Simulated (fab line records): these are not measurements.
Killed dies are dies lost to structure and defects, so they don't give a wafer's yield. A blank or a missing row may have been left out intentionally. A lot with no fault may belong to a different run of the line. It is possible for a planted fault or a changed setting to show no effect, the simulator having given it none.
fab line records -- flow sky130
record lots=5, wafers=15, last_day=50
route steps=708 shown FIELD_ISO@4 NWELL@32 DNWELL@35 PWDE@45 PAD_OPEN@708
lots with no fault: from the same line, run without faults
start_h: start of the lot's first displayed wafer, in hours after the record's first day -- wait_h: hours elapsed since this lot's preceding step -- " same as the row above -- L1.1+2: a single row standing in for several wafers -- - no value, or no start given -- * or withheld: withheld -- < > ~ a bound
route shown NAME@n: NAME is a module with steps in the file, n the number in the route of the first one -- usual: mean/standard deviation of fault-free wafers -- same: alike in all rows -- chamber/n: place in a boat -- sites: per-site readings -- _std_site: the standard deviation of these -- _edge_site: the outer-site mean with the inner-site mean subtracted -- radius_mm: for every site, how far away it sits from the centre of the wafer -- mask NAME#n: copy n -- behind: the last tool/chamber to shape the wafer -- hold: why the lot was held/for how many hours/how that ended -- device: whichever transistor did not switch (one of n, p or np) -- end of line: tests run on the same wafers once the route is complete -- where a step has no rows: the recipe by itself -- killed: at the first sort, the dies lost to defects and structure; wafer yield is something else -- map: the dies of a wafer, with x for killed, . for not killed, _ for no die there
set.NAME: the setting the step ran with; set.NAME@STEP: the setting that earlier step ran with -- model.NAME: the simulator's own value behind a step, which no gauge read
a table for each step, a row for each wafer; lots at some steps of the route
services: from which hour (start_h, from the record's first day; less than 0 if before it) a tool's chamber was out of use, for how many hours, and why
## steps
# step SKY_FIELD_ISO_CVD_03
# recipe material=Si3N4, precursor=DCS/NH3, target_thk_nm=165, temp_c=770, time_s=2830, pressure_mtorr=250
# step SKY_FIELD_ISO_THK_MEAS_04
# recipe reads=Si3N4_of_FIELD_ISO_CVD_03
# usual FIELD_ISO_CVD_03_THK=166.8/1.6
lot.wafer,tool,chamber,start_h,wait_h,FIELD_ISO_CVD_03_THK[nm]
L274.1,film_metro-03,-,15.73,0.0,167.8
L274.2,film_metro-03,-,15.73,0.0,167.3
L274.4,film_metro-03,-,15.73,0.0,167.7
L280.2,film_metro-01,-,44.54,0.0,167.2
L280.5,film_metro-01,-,44.54,0.0,168.4
L280.6,film_metro-01,-,44.54,0.0,167.8
L291.1,film_metro-01,-,100.17,0.0,167.5
L291.5,film_metro-01,-,100.17,0.0,167.1
L291.6,film_metro-01,-,100.17,0.0,165.2
L295.2,film_metro-04,-,138.21,0.1,164.3
L295.4,film_metro-04,-,138.21,0.1,162.8
L295.5,film_metro-04,-,138.21,0.1,163.7
L297.3,film_metro-03,-,138.28,0.1,166.4
L297.5,film_metro-03,-,138.28,0.1,169.0
L297.6,film_metro-03,-,138.28,0.1,166.0
# step SKY_FIELD_ISO_DEHYDRATE_05
# recipe temp_c=200, time_s=60
# step SKY_FIELD_ISO_HMDS_06
# recipe prime_time_s=60, prime_temp_c=120
# step SKY_FIELD_ISO_COAT_07
# recipe resist=BARC, temp_c=withheld, time_s=withheld, spin_rpm=3000, resist_thk_nm=60
# step SKY_FIELD_ISO_COAT_08
# recipe resist=KrF-thick, spin_rpm=2957, resist_thk_nm=450
# step SKY_FIELD_ISO_SOFTBAKE_09
# recipe temp_c=100, time_s=90, resist=KrF-thick
# step SKY_FIELD_ISO_EXPOSE_10
# recipe mask_id=FOM, na=0.68, source_shape=annular, sigma_inner=0.4, sigma_outer=0.8, target_cd_nm=150, dose_mj=28
# step SKY_FIELD_ISO_PEB_11
# recipe peb_temp_c=withheld, peb_time_s=withheld, resist=KrF-thick
# step SKY_FIELD_ISO_DEVELOP_12
# recipe develop_time_s=60, resist=KrF-thick, dev_temp_c=21
# step SKY_FIELD_ISO_CD_MEAS_13
# recipe target_cd_nm=150
# usual cd_nm=150.8/1.5
lot.wafer,tool,chamber,start_h,wait_h,cd_nm
L274.1,cd_sem-01,-,30.84,-,152.1
L274.2,cd_sem-01,-,30.84,-,150.6
L274.4,cd_sem-01,-,30.84,-,149.7
L280.2,cd_sem-01,-,60.27,-,152.3
L280.5,cd_sem-01,-,60.27,-,153.2
L280.6,cd_sem-01,-,60.27,-,151.5
L291.1,cd_sem-02,-,118.09,-,151.5
L291.5,cd_sem-02,-,118.09,-,152.3
L291.6,cd_sem-02,-,118.09,-,150.9
L295.2,cd_sem-02,-,158.02,-,149.3
L295.4,cd_sem-02,-,158.02,-,149.1
L295.5,cd_sem-02,-,158.02,-,149.6
L297.3,cd_sem-02,-,158.33,-,150.9
L297.5,cd_sem-02,-,158.33,-,149.9
L297.6,cd_sem-02,-,158.33,-,151.6
# step SKY_FIELD_ISO_ETCH_14
# recipe chemistry=N2/H2, target=BARC, ion_energy_ev=200, source_w=515.3, bias_w=100, pressure_mtorr=30, n2_flow_sccm=100, h2_flow_sccm=200, stop_on=SiO2, time_s=45.9, target_depth_a=600
# usual drypump_motor_current_A=5.83/0.25, oes_product_au=0.855/0.004, throttle_valve_pct=13.226/0.0097
lot.wafer,tool,chamber,start_h,wait_h,drypump_motor_current_A,oes_product_au,rf_hours_counter_h,throttle_valve_pct
L274.1,rie_diel-01,2,30.96,0.1,5.67,0.853,2,13.214
L274.2,rie_diel-01,1,30.96,0.1,5.71,0.861,174,13.231
L274.4,rie_diel-01,3,30.96,0.1,5.65,0.853,30,13.211
L280.2,rie_diel-04,3,60.37,0.1,5.55,0.855,171,13.224
L280.5,rie_diel-04,1,60.37,0.1,5.74,0.855,-,13.222
L280.6,rie_diel-04,0,60.37,0.1,5.74,0.855,-,13.213
L291.1,rie_diel-03,2,118.21,0.1,5.75,0.855,0,13.220
L291.5,rie_diel-03,3,118.21,0.1,5.80,0.857,-,13.227
L291.6,rie_diel-03,0,118.21,0.1,5.70,0.857,-,13.242
L295.2,rie_diel-04,3,158.12,0.1,5.55,0.852,2,13.232
L295.4,rie_diel-04,2,158.12,0.1,6.01,0.852,0,13.236
L295.5,rie_diel-04,2,158.12,0.1,6.01,0.858,-,13.216
L297.3,rie_diel-01,3,158.41,0.1,5.66,0.852,32,13.226
L297.5,rie_diel-01,3,158.41,0.1,5.65,0.861,-,13.224
L297.6,rie_diel-01,2,158.41,0.1,5.66,0.855,-,13.216
# step SKY_FIELD_ISO_ETCH_15
# recipe chemistry=CHF3/O2, target_depth_nm=180, stop_on=Si, source_w=600, bias_w=200, pressure_mtorr=40, chf3_flow_sccm=50, O2_flow_sccm=5, time_s=72
# usual chf3_flow_sccm=49.98/0.14, drypump_motor_current_A=5.82/0.25, oes_product_au=0.952/0.0072, throttle_valve_pct=8.847/0.0092
lot.wafer,tool,chamber,start_h,wait_h,chf3_flow_sccm,drypump_motor_current_A,oes_product_au,rf_hours_counter_h,throttle_valve_pct
L274.1,rie_diel-01,2,31.00,0.0,49.91,5.66,0.950,2,8.833
L274.2,rie_diel-01,1,31.00,0.0,50.01,5.65,0.945,174,8.842
L274.4,rie_diel-01,3,31.00,0.0,50.22,5.65,0.954,30,8.835
L280.2,rie_diel-04,3,60.42,0.0,50.00,5.53,0.952,171,8.849
L280.5,rie_diel-04,1,60.42,0.0,49.95,5.70,0.954,-,8.855
L280.6,rie_diel-04,0,60.42,0.0,49.95,5.75,0.957,-,8.850
L291.1,rie_diel-03,2,118.25,0.0,50.01,5.77,0.961,1,8.838
L291.5,rie_diel-03,3,118.25,0.0,50.16,5.72,0.952,-,8.869
L291.6,rie_diel-03,0,118.25,0.0,49.97,5.69,0.940,-,8.849
L295.2,rie_diel-04,3,158.17,0.0,49.95,5.52,0.943,2,8.845
L295.4,rie_diel-04,2,158.17,0.0,49.92,5.99,0.938,0,8.843
L295.5,rie_diel-04,2,158.17,0.0,49.99,5.99,0.939,-,8.846
L297.3,rie_diel-01,3,158.45,0.0,50.00,5.64,0.945,32,8.853
L297.5,rie_diel-01,3,158.45,0.0,49.77,5.65,0.959,-,8.844
L297.6,rie_diel-01,2,158.45,0.0,49.91,5.64,0.944,-,8.850
# step SKY_FIELD_ISO_STRIP_16
# recipe chemistry=O2/N2, power_w=1400, pressure_mtorr=1500, platen_temp_c=withheld, o2_flow_sccm=3000, n2_flow_sccm=300, overash_fraction=0.5
# usual drypump_motor_current_A=6.0/0.63, oes_product_au=0.378/0.0046, strip_time_to_endpoint_s=3.56/0.034
lot.wafer,tool,chamber,start_h,wait_h,drypump_motor_current_A,oes_product_au,rf_hours_counter_h,strip_time_to_endpoint_s
L274.1,plasma_asher-02,0,31.06,0.0,5.2,0.375,37,3.52
L274.2,plasma_asher-02,1,31.06,0.0,6.5,0.381,37,3.50
L274.4,plasma_asher-02,1,31.06,0.0,6.6,0.371,-,3.60
L280.2,plasma_asher-04,1,60.47,0.0,5.4,0.368,38,3.50
L280.5,plasma_asher-04,1,60.47,0.0,5.4,0.380,-,3.53
L280.6,plasma_asher-04,0,60.47,0.0,6.5,0.380,-,3.56
L291.1,plasma_asher-02,1,118.31,0.0,6.5,0.379,45,3.57
L291.5,plasma_asher-02,0,118.31,0.0,5.2,0.385,-,3.58
L291.6,plasma_asher-02,1,118.31,0.0,6.6,0.379,-,3.58
L295.2,plasma_asher-04,0,158.22,0.0,6.5,0.378,4,3.55
L295.4,plasma_asher-04,1,158.22,0.0,5.3,0.377,-,3.56
L295.5,plasma_asher-04,1,158.22,0.0,5.3,0.383,-,3.59
L297.3,plasma_asher-04,0,158.54,0.1,6.5,0.382,-,3.59
L297.5,plasma_asher-04,1,158.54,0.1,5.4,0.382,-,3.59
L297.6,plasma_asher-04,0,158.54,0.1,6.5,0.380,-,3.53
# step SKY_FIELD_ISO_ETCH_17
# recipe target_depth_a=3420, mask_material=Si3N4, chemistry=HBr/Cl2/O2, target=Si, taper_deg=5, icp_w=600, bias_w=150, pressure_mtorr=15, HBr_flow_sccm=150, Cl2_flow_sccm=40, O2_flow_sccm=6, time_s=97.7
# usual drypump_motor_current_A=6.1/0.38, oes_product_au=0.993/0.015, throttle_valve_pct=25.660/0.014
lot.wafer,tool,chamber,start_h,wait_h,drypump_motor_current_A,oes_product_au,rf_hours_counter_h,throttle_valve_pct
L274.1,rie_si-01,2,31.16,0.1,6.6,0.979,131,25.667
L274.2,rie_si-01,0,31.16,0.1,6.1,0.994,0,25.662
L274.4,rie_si-01,3,31.16,0.1,6.1,1.002,85,25.670
L280.2,rie_si-02,0,60.57,0.1,6.1,0.998,40,25.644
L280.5,rie_si-02,1,60.57,0.1,6.0,0.972,-,25.678
L280.6,rie_si-02,2,60.57,0.1,5.2,0.984,-,25.661
L291.1,rie_si-01,1,118.41,0.1,6.3,1.009,62,25.635
L291.5,rie_si-01,0,118.41,0.1,6.1,0.983,-,25.676
L291.6,rie_si-01,1,118.41,0.1,6.4,1.015,-,25.656
L295.2,rie_si-02,2,158.32,0.1,5.2,0.993,66,25.653
L295.4,rie_si-02,1,158.32,0.1,5.9,0.984,45,25.679
L295.5,rie_si-02,2,158.32,0.1,5.2,0.999,-,25.640
L297.3,rie_si-01,3,158.61,0.0,6.2,0.980,86,25.656
L297.5,rie_si-01,1,158.61,0.0,6.3,1.026,-,25.643
L297.6,rie_si-01,0,158.61,0.0,6.1,0.991,-,25.672
# step SKY_FIELD_ISO_WET_ETCH_18
# recipe chemistry=H3PO4, target_depth_nm=25, temp_c=160, target=Si3N4, time_s=286
# step SKY_FIELD_ISO_CLEAN_19
# recipe chemistry=SC1/SC2, mix=1:4:20, temp_c=70, time_s=150
# step SKY_FIELD_ISO_CLEAN_20
# recipe chemistry=dHF, time_s=20, dilution=100:1
# step SKY_FIELD_ISO_WET_ETCH_21
# recipe chemistry=dHF, dilution=100:1, target_depth_nm=20, dry=ipa_marangoni, target=SiO2, temp_c=25, time_s=400
# step SKY_FIELD_ISO_OXIDATION_22
# recipe temp_c=950, ambient=O2, stabilise_s=600, purge_s=300, target_thk_a=100, ox_time_s=623
# step SKY_FIELD_ISO_THK_MEAS_23
# recipe reads=SiO2_of_FIELD_ISO_OXIDATION_22
# usual FIELD_ISO_OXIDATION_01_THK=9.93/0.15
lot.wafer,tool,chamber,start_h,wait_h,FIELD_ISO_OXIDATION_01_THK[nm]
L274.1,film_metro-04,-,34.05,0.0,10.20
L274.2,film_metro-04,-,34.05,0.0,10.09
L274.4,film_metro-04,-,34.05,0.0,10.23
L280.2,film_metro-01,-,62.11,0.0,9.77
L280.5,film_metro-01,-,62.11,0.0,9.85
L280.6,film_metro-01,-,62.11,0.0,9.84
L291.1,film_metro-04,-,120.41,0.0,9.96
L291.5,film_metro-04,-,120.41,0.0,9.98
L291.6,film_metro-04,-,120.41,0.0,10.10
L297.3,film_metro-01,-,160.40,0.0,9.74
L297.5,film_metro-01,-,160.40,0.0,9.83
L297.6,film_metro-01,-,160.40,0.0,9.82
L295.2,film_metro-01,-,160.45,0.1,9.89
L295.4,film_metro-01,-,160.45,0.1,10.00
L295.5,film_metro-01,-,160.45,0.1,10.01
# step SKY_FIELD_ISO_CVD_24
# recipe material=SiO2, target_thk_nm=595, temp_c=650, sigma_open_frac=0.3, time_s=99.2, sih4_flow_sccm=60, pressure_mtorr=6
# step SKY_FIELD_ISO_THK_MEAS_25
# recipe reads=SiO2_of_FIELD_ISO_CVD_24
# usual FIELD_ISO_CVD_24_THK=596/7.5
lot.wafer,tool,chamber,start_h,wait_h,FIELD_ISO_CVD_24_THK[nm]
L274.1,film_metro-03,-,34.19,0.0,595
L274.2,film_metro-03,-,34.19,0.0,591
L274.4,film_metro-03,-,34.19,0.0,582
L280.2,film_metro-03,-,62.25,0.0,600
L280.5,film_metro-03,-,62.25,0.0,605
L280.6,film_metro-03,-,62.25,0.0,596
L291.1,film_metro-01,-,120.54,0.0,582
L291.5,film_metro-01,-,120.54,0.0,594
L291.6,film_metro-01,-,120.54,0.0,588
L297.3,film_metro-03,-,160.53,0.1,591
L297.5,film_metro-03,-,160.53,0.1,586
L297.6,film_metro-03,-,160.53,0.1,597
L295.2,film_metro-03,-,160.66,0.1,597
L295.4,film_metro-03,-,160.66,0.1,596
L295.5,film_metro-03,-,160.66,0.1,586
# step SKY_FIELD_ISO_ANNEAL_26
# recipe temp_c=1000, time_s=1800, ambient=N2
# step SKY_FIELD_ISO_CMP_27
# recipe stop_on=Si3N4, t_overpolish_s=16, down_force_psi=4, platen_rpm=60, target_thk_nm=457.8, pad_velocity_m_s=0.94248
# usual head_pressure_psi=3.999/0.0084, motor_current_A=12.2/0.79, overpolish_run_s=15.998/0.0085, time_to_endpoint_s=113/8.3
# same t_overpolish_s=16
lot.wafer,tool,chamber,start_h,wait_h,head_pressure_psi,motor_current_A,overpolish_run_s,time_to_endpoint_s
L274.2,cmp-01,2,36.32,0.0,4.009,12.1,15.989,116
L274.4,cmp-01,3,36.32,0.0,4.011,12.7,15.995,120
L274.1,cmp-01,0,36.32,0.0,4.011,12.5,16.009,119
L280.2,cmp-02,0,63.80,0.0,4.010,12.0,15.990,111
L280.5,cmp-02,0,63.80,0.0,4.003,12.6,15.982,117
L280.6,cmp-02,1,63.80,0.0,4.007,13.8,15.998,107
L291.1,cmp-02,3,122.92,0.1,4.001,11.6,16.009,99
L291.6,cmp-02,2,122.92,0.1,3.992,11.1,15.994,103
L291.5,cmp-02,3,122.92,0.1,3.994,11.4,15.999,101
L297.3,cmp-02,1,162.92,0.3,3.995,13.9,16.018,110
L297.5,cmp-02,2,162.92,0.3,3.987,11.6,16.009,103
L297.6,cmp-02,3,162.92,0.3,3.991,10.9,15.999,100
L295.2,cmp-02,3,163.72,1.1,4.000,11.5,15.985,100
L295.4,cmp-02,1,163.72,1.1,4.010,13.4,16.006,109
L295.5,cmp-02,3,163.72,1.1,3.997,11.6,16.018,99
# step SKY_FIELD_ISO_WET_ETCH_28
# recipe chemistry=dHF, target_depth_nm=23.7, target=SiO2, dilution=10:1, temp_c=25, time_s=47
# step SKY_FIELD_ISO_WET_ETCH_29
# recipe chemistry=H3PO4, target_depth_nm=160, target=Si3N4, temp_c=160, time_s=1825
# step SKY_FIELD_ISO_WET_ETCH_30
# recipe chemistry=dHF, target_depth_nm=25, target=SiO2, dilution=10:1, temp_c=25, time_s=50
# step SKY_NWELL_CLEAN_00
# recipe chemistry=SC1/SC2, mix=1:4:20, temp_c=70, time_s=150, dry=n2_spin
# step SKY_NWELL_OXIDATION_01
# recipe temp_c=900, ambient=O2, stabilise_s=600, purge_s=300, target_thk_a=100, ox_time_s=1418
# step SKY_NWELL_THK_MEAS_02
# recipe reads=SiO2_of_NWELL_OXIDATION_01
# usual NWELL_OXIDATION_THK=9.92/0.18
lot.wafer,tool,chamber,start_h,wait_h,NWELL_OXIDATION_THK[nm]
L274.1,film_metro-02,-,40.64,0.0,10.06
L274.2,film_metro-02,-,40.64,0.0,10.03
L274.4,film_metro-02,-,40.64,0.0,10.03
L280.2,film_metro-01,-,66.25,0.0,9.72
L280.5,film_metro-01,-,66.25,0.0,9.75
L280.6,film_metro-01,-,66.25,0.0,9.80
L291.1,film_metro-01,-,125.25,0.0,9.95
L291.5,film_metro-01,-,125.25,0.0,10.00
L291.6,film_metro-01,-,125.25,0.0,9.95
L297.3,film_metro-03,-,166.21,0.0,9.78
L297.5,film_metro-03,-,166.21,0.0,9.79
L297.6,film_metro-03,-,166.21,0.0,9.70
L295.2,film_metro-02,-,166.26,0.1,9.73
L295.4,film_metro-02,-,166.26,0.1,9.83
L295.5,film_metro-02,-,166.26,0.1,9.76
# step SKY_DNWELL_DEHYDRATE_00
# recipe temp_c=200, time_s=60
# step SKY_DNWELL_HMDS_01
# recipe prime_time_s=60, prime_temp_c=120
# step SKY_DNWELL_COAT_02
# recipe spin_rpm=2000, resist_thk_nm=3000
# step SKY_DNWELL_SOFTBAKE_03
# recipe temp_c=110, time_s=withheld
# step SKY_DNWELL_EXPOSE_04
# recipe mask_id=DNM, na=0.57, target_cd_nm=3000, dose_mj=222
# step SKY_DNWELL_PEB_05
# recipe temp_c=115, time_s=withheld
# step SKY_DNWELL_DEVELOP_06
# recipe wall_angle_deg=90, developer=TMAH, develop_time_s=60, dev_temp_c=23
# step SKY_DNWELL_IMPLANT_07
# recipe species=P, energy_kev=withheld, dose_cm2=withheld, tilt_deg=withheld
# step SKY_DNWELL_STRIP_08
# recipe chemistry=O2/N2, power_w=1400, pressure_mtorr=1500, platen_temp_c=withheld, o2_flow_sccm=3000, n2_flow_sccm=300, overash_fraction=0.5
# usual drypump_motor_current_A=6.0/0.59, oes_product_au=0.723/0.0044, strip_time_to_endpoint_s=36.91/0.1
lot.wafer,tool,chamber,start_h,wait_h,drypump_motor_current_A,oes_product_au,rf_hours_counter_h,strip_time_to_endpoint_s
L274.1,plasma_asher-03,0,55.85,0.1,6.6,0.717,22,37.10
L274.2,plasma_asher-03,1,55.85,0.1,5.4,0.722,22,37.09
L274.4,plasma_asher-03,1,55.85,0.1,5.5,0.723,-,37.07
L280.2,plasma_asher-01,0,82.09,0.1,5.8,0.724,41,36.83
L280.5,plasma_asher-01,1,82.09,0.1,6.5,0.726,-,36.85
L280.6,plasma_asher-01,0,82.09,0.1,5.8,0.725,-,36.85
L291.1,plasma_asher-03,0,140.18,0.1,6.7,0.718,31,36.81
L291.5,plasma_asher-03,1,140.18,0.1,5.5,0.726,-,36.73
L291.6,plasma_asher-03,0,140.18,0.1,6.7,0.720,-,36.86
L297.3,plasma_asher-03,0,186.14,0.1,6.7,0.725,-,36.89
L297.5,plasma_asher-03,0,186.14,0.1,6.6,0.725,-,36.91
L297.6,plasma_asher-03,1,186.14,0.1,5.5,0.721,-,36.96
L295.2,plasma_asher-01,0,186.45,0.1,5.8,0.717,51,36.89
L295.4,plasma_asher-01,1,186.45,0.1,6.5,0.719,-,36.98
L295.5,plasma_asher-01,1,186.45,0.1,6.5,0.718,-,36.86
# step SKY_DNWELL_TW_MEAS_09
# usual DNWELL_TW=1111/9.6
lot.wafer,tool,chamber,start_h,wait_h,DNWELL_TW
L274.1,film_metro-03,-,55.95,0.1,1101
L274.2,film_metro-03,-,55.95,0.1,1110
L274.4,film_metro-03,-,55.95,0.1,1107
L280.2,film_metro-02,-,82.20,0.1,1097
L280.5,film_metro-02,-,82.20,0.1,1097
L280.6,film_metro-02,-,82.20,0.1,1101
L291.1,film_metro-03,-,140.28,0.1,1106
L291.5,film_metro-03,-,140.28,0.1,1106
L291.6,film_metro-03,-,140.28,0.1,1102
L297.3,film_metro-03,-,186.22,0.1,1118
L297.5,film_metro-03,-,186.22,0.1,1127
L297.6,film_metro-03,-,186.22,0.1,1118
L295.2,film_metro-03,-,186.56,0.1,1115
L295.4,film_metro-03,-,186.56,0.1,1116
L295.5,film_metro-03,-,186.56,0.1,1111
# step SKY_PWDE_DEHYDRATE_00
# recipe temp_c=200, time_s=60
# step SKY_PAD_OPEN_PROBE_99
# usual killed_at_M0_to_M3=43/6.8, killed_at_M4_up=3.2/1.9, killed_at_contacts=24/5, killed_at_front_end=16/4.9, killed_at_other=0.4/0.76, killed_dies=87/10, killed_on_rim=17/3.9, killed_open=47/7.3, killed_short=39/6.2
# same gross_dies=492, killed_at_back_side=0
lot.wafer,tool,chamber,start_h,wait_h,killed_at_M0_to_M3,killed_at_M4_up,killed_at_contacts,killed_at_front_end,killed_at_other,killed_dies,killed_on_rim,killed_open,killed_short
L274.1,prober-02,-,1067.98,0.1,46,3,20,19,0,88,14,45,43
L274.2,prober-02,-,1068.03,0.1,40,6,30,24,1,101,18,51,49
L274.4,prober-02,-,1068.13,0.2,37,6,19,9,0,71,13,36,35
L280.2,prober-02,-,1103.74,0.1,47,0,27,14,1,89,16,48,41
L280.5,prober-02,-,1103.89,0.2,44,4,20,18,2,88,23,53,34
L280.6,prober-02,-,1103.94,0.2,41,1,20,65,0,127,20,49,37
L291.1,prober-01,-,1165.21,0.1,35,2,17,19,0,73,7,41,31
L291.5,prober-01,-,1165.41,0.2,38,3,33,20,0,94,17,51,43
L291.6,prober-01,-,1165.46,0.2,42,5,22,15,0,84,18,43,41
L295.2,prober-01,-,1203.74,0.1,40,8,17,13,1,79,17,40,39
L295.4,prober-01,-,1203.84,0.2,43,7,28,11,0,89,18,52,37
L295.5,prober-01,-,1203.89,0.2,40,6,23,16,0,85,13,50,35
# killed by level:class
L274.1 VIA1:geometric_particle:open=14 METAL3:geometric_particle:short=6 CONTACT:geometric_particle:open=5 LI_CONTACT:geometric_particle:open=5 METAL1:geometric_particle:short=5 VIA3:geometric_particle:open=5 FIELD_ISO:geometric_particle:short=4 POLY_GATE:geometric_particle:short=4
L274.2 CONTACT:geometric_particle:open=13 VIA1:geometric_particle:open=10 FIELD_ISO:geometric_particle:short=7 POLY_GATE:geometric_particle:short=6 LI_CONTACT:geometric_particle:open=6 METAL1:geometric_particle:short=5 VIA1:geometric_particle:short=5 FIELD_ISO:geometric_particle:open=4
L274.4 VIA1:geometric_particle:open=11 CONTACT:geometric_particle:open=7 CONTACT:geometric_particle:short=6 VIA1:geometric_particle:short=6 VIA2:geometric_particle:open=5 METAL4:geometric_particle:short=5 POLY_GATE:geometric_particle:open=4 METAL1:geometric_particle:short=4
L280.2 VIA1:geometric_particle:open=18 VIA1:geometric_particle:short=9 CONTACT:geometric_particle:open=9 VIA2:geometric_particle:open=5 LI_CONTACT:geometric_particle:open=5 LOCAL_INTERCONNECT:geometric_particle:short=5 CONTACT:geometric_particle:short=5 FIELD_ISO:geometric_particle:short=4
L280.5 VIA1:geometric_particle:open=11 VIA2:geometric_particle:open=8 POLY_GATE:geometric_particle:open=7 LI_CONTACT:geometric_particle:open=6 FIELD_ISO:geometric_particle:short=5 VIA3:geometric_particle:open=5 METAL2:geometric_particle:short=5 CONTACT:geometric_particle:short=5
L280.6 FIELD_ISO:unspecified=41 VIA1:geometric_particle:open=12 CONTACT:geometric_particle:open=8 FIELD_ISO:geometric_particle:short=6 POLY_GATE:geometric_particle:open=6 VIA1:geometric_particle:short=5 LI_CONTACT:geometric_particle:open=4 CONTACT:geometric_particle:short=4
L291.1 VIA2:geometric_particle:open=8 FIELD_ISO:geometric_particle:open=7 POLY_GATE:geometric_particle:short=6 LI_CONTACT:geometric_particle:open=5 VIA1:geometric_particle:open=5 LOCAL_INTERCONNECT:geometric_particle:short=4 CONTACT:geometric_particle:open=4 VIA3:geometric_particle:open=4
L291.5 CONTACT:geometric_particle:open=12 VIA1:geometric_particle:open=8 LI_CONTACT:geometric_particle:open=7 CONTACT:geometric_particle:short=7 VIA2:geometric_particle:open=6 VIA1:geometric_particle:short=6 POLY_GATE:geometric_particle:short=5 LOCAL_INTERCONNECT:geometric_particle:short=5
L291.6 VIA1:geometric_particle:open=10 LOCAL_INTERCONNECT:geometric_particle:short=7 CONTACT:geometric_particle:open=6 METAL2:geometric_particle:short=6 LI_CONTACT:geometric_particle:open=5 VIA3:geometric_particle:open=5 METAL1:geometric_particle:short=5 FIELD_ISO:geometric_particle:open=4
L295.2 VIA3:geometric_particle:open=7 VIA2:geometric_particle:open=7 METAL4:geometric_particle:short=7 FIELD_ISO:geometric_particle:open=5 METAL2:geometric_particle:short=5 CONTACT:geometric_particle:open=5 VIA1:geometric_particle:open=5 LOCAL_INTERCONNECT:geometric_particle:short=4
L295.4 VIA3:geometric_particle:open=12 VIA1:geometric_particle:open=9 CONTACT:geometric_particle:open=8 LOCAL_INTERCONNECT:geometric_particle:short=7 METAL1:geometric_particle:short=7 LI_CONTACT:geometric_particle:open=6 FIELD_ISO:geometric_particle:open=4 CONTACT:geometric_particle:short=4
L295.5 VIA3:geometric_particle:open=11 CONTACT:geometric_particle:open=10 POLY_GATE:geometric_particle:open=7 CONTACT:geometric_particle:short=6 VIA1:geometric_particle:open=6 METAL2:geometric_particle:short=6 FIELD_ISO:geometric_particle:short=4 LI_CONTACT:geometric_particle:open=4
# map L280.6 (x killed, . not)
__________.....xx..._________
________...x.........._______
______...............x.._____
_____.xx...............xx____
____x..........xx.........___
___.xx.xx..x..............x__
__.....xxx..x.......x....x.._
_...x.....x..x..........x....
_x.x......xx..x...x.x.x......
_.........x........x...x.....
_....x.xx..x..x.....x.x....xx
_.x.xxxx.x.x...x.....x....x..
_.....xx.x.x....xx.....x.xx..
_....xxxxxxxx.xx.......x...x.
_...xxxxxxxxxx.x....x........
__...xxxxxxxx....x.........._
___x..xxxxxxx.xx........xxx__
____.xxx.x........x.......___
_____....x...........x.xx____
______..x.......x.x....._____
________..x.....x...x._______
__________.........._________
# map L295.4 (x killed, . not)
__________......x..._________
________x.x.......xx.._______
______xx....x..........._____
_____x..x................____
____.....x.........x.x...x___
___..........x.xx...xxx....__
__..x.......x.x..x.......x.._
_.......x......x.........x...
_....x.......x..xx....x....x.
_.....x..............x...x..x
_...x..xx.......x.x..........
_....x.xx..........x...x..x..
_......x...x....x............
_......x......x........x.x.x.
_.....xx..x...............x..
__............x........x.x.._
___........x.....x.....x.x.__
____.x.xx...xx.........x..___
_____.x........x...x...x.____
______.xxx.x.x.........._____
________...xx....x..x._______
__________.x.x......_________
## services
tool,chamber,start_h,hours,kind
plasma_asher-01,-,25.09,1.7,repair
rie_diel-03,1,28.21,7.1,repair
rie_diel-04,3,32.61,4.9,repair
rie_diel-03,3,51.79,26.0,repair
rie_si-01,0,53.98,3.3,repair
cmp-02,-,55.07,6.0,pm
rie_si-02,-,56.60,1.6,repair
cmp-02,-,64.10,4.0,pm
rie_diel-04,3,65.81,7.8,repair
plasma_asher-02,-,66.00,4.8,repair
cmp-02,-,76.11,4.0,repair
plasma_asher-02,-,87.87,0.4,repair
cmp-02,-,89.70,1.2,repair
plasma_asher-02,-,92.71,2.8,pm
plasma_asher-04,-,94.85,8.8,repair
cmp-02,-,94.97,1.1,repair
plasma_asher-01,-,101.14,1.3,repair
plasma_asher-04,-,108.75,9.0,pm
rie_diel-03,-,112.41,0.8,repair
cmp-02,-,146.85,7.9,pm
rie_diel-03,-,150.34,2.1,repair
rie_diel-01,1,155.07,10.1,repair
rie_diel-03,0,155.26,4.4,repair
plasma_asher-01,-,157.31,2.8,pm
## key
first_sign step=SKY_PAD_OPEN_PROBE_99, reading=killed_at_front_end, direction=up, sigmas=10, usual=16, struck=65
effect step=SKY_PAD_OPEN_PROBE_99, reading=killed_dies, direction=up, sigmas=4, usual=87, struck=127
met_at SKY_FIELD_ISO_ETCH_15
struck_wafers L280.6
tester_left_out L280
fault kind=chamber_particle_source, tool=rie_diel-04, chamber=0, onset_h=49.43, steps=SKY_FIELD_ISO_ETCH_15, rate_per_visit_cm2=0.67452, end_h=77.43
# tester_left_out: of these lots the tester's yield and bins aren't shown, on N5 and GAA mostly nor the transistor test; their killed dies are dies lost to structure and defects alone, not to doping, threshold or leakage, so they don't give the yield
